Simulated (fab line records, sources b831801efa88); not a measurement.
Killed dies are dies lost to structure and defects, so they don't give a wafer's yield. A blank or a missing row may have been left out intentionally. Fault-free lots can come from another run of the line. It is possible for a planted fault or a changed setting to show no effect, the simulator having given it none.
The same fault as seen by 2 desks -- flow gf180mcu -- each desk has only its own numbers; what lay behind them comes last

## FROM THE METROLOGY DESK
Lot by lot, what the gauges showed, no matter which tool ran the lot: averages of those sampled wafers that carry a number. A lot is out of limits, marked OUT, if its mean lies more than 4 standard deviations from the usual mean; the brackets give that distance.
Columns: A = M3_ALCU_THK at GF_M3_THK_MEAS_06, usual 463 nm; B = cd nm at GF_M3_CD_MEAS_14, usual 279.8 nm; C = V4_CVD_02_THK at GF_V4_THK_MEAS_03, usual 852 nm; D = V4_OVL at GF_V4_OVL_MEAS_15, usual -1 nm
lot,first seen here,A,B,C,D
L672,day 20 05:21,462,277.3,858,-4
L673,day 20 16:39,460,282.1,863,-4
L675,day 21 16:46,461,281.5,849,1
L676,day 22 01:09,465,281.6,853,-4
L681,day 23 16:55,468,278.9,852,-2
L686,day 25 10:17,464,280.4,751 (-9.2) OUT,-1
L688,day 26 01:27,457,278.2,865,0
L689,day 26 09:46,462,281.2,852,-7
L691,day 26 21:33,462,280.1,861,2
L690,day 26 22:01,462,280.0,855,-9
L692,day 27 04:33,460,277.9,851,-4
L694,day 27 16:58,464,279.5,873,3
L695,day 28 01:04,463,278.9,844,-1
This desk reports L686 out of limits; the earliest was L686 at day 28 03:32 (V4_CVD_02_THK at GF_V4_THK_MEAS_03). Within limits: L672, L673, L675, L676, L681, L688, L689, L691, L690, L692, L694, L695.

## FOR THE TOOL OWNER'S DESK: pecvd-01
The tool's own readings at GF_V4_CVD_02 (deposits SiO2 from TEOS, target thk 850 nm, time 94.851 s): means of the sampled wafers that have a number, for each lot that ran on this tool. A lot is out of limits, marked OUT, if its mean lies more than 4 standard deviations from the usual mean; the brackets give that distance.
Columns: A = heater power w at GF_V4_CVD_02, usual 672 W
lot,first seen here,A
L681,day 26 13:13,655
L686,day 28 03:28,693
Finding of this desk: none of the 2 lots has anything out of limits.

## BROUGHT TOGETHER
On L686, the metrology desk was in a position to raise an alarm at day 28 03:32.
The tool owner's desk saw nothing out of limits.
Tool owner's desk: L686 on record, inside its limits.
The lots listed all ran GF_V4_CVD_02 on pecvd-01.

## WHAT THE SIMULATOR HAD INSERTED
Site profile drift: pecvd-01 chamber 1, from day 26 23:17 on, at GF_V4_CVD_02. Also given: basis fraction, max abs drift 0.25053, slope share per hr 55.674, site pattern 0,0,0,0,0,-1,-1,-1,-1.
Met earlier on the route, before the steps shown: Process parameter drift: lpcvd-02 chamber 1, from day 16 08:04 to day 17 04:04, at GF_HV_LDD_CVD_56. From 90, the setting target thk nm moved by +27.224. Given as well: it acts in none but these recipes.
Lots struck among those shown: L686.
Hours from the fault's start to each desk's first reading out of limits: the metrology desk, 28.
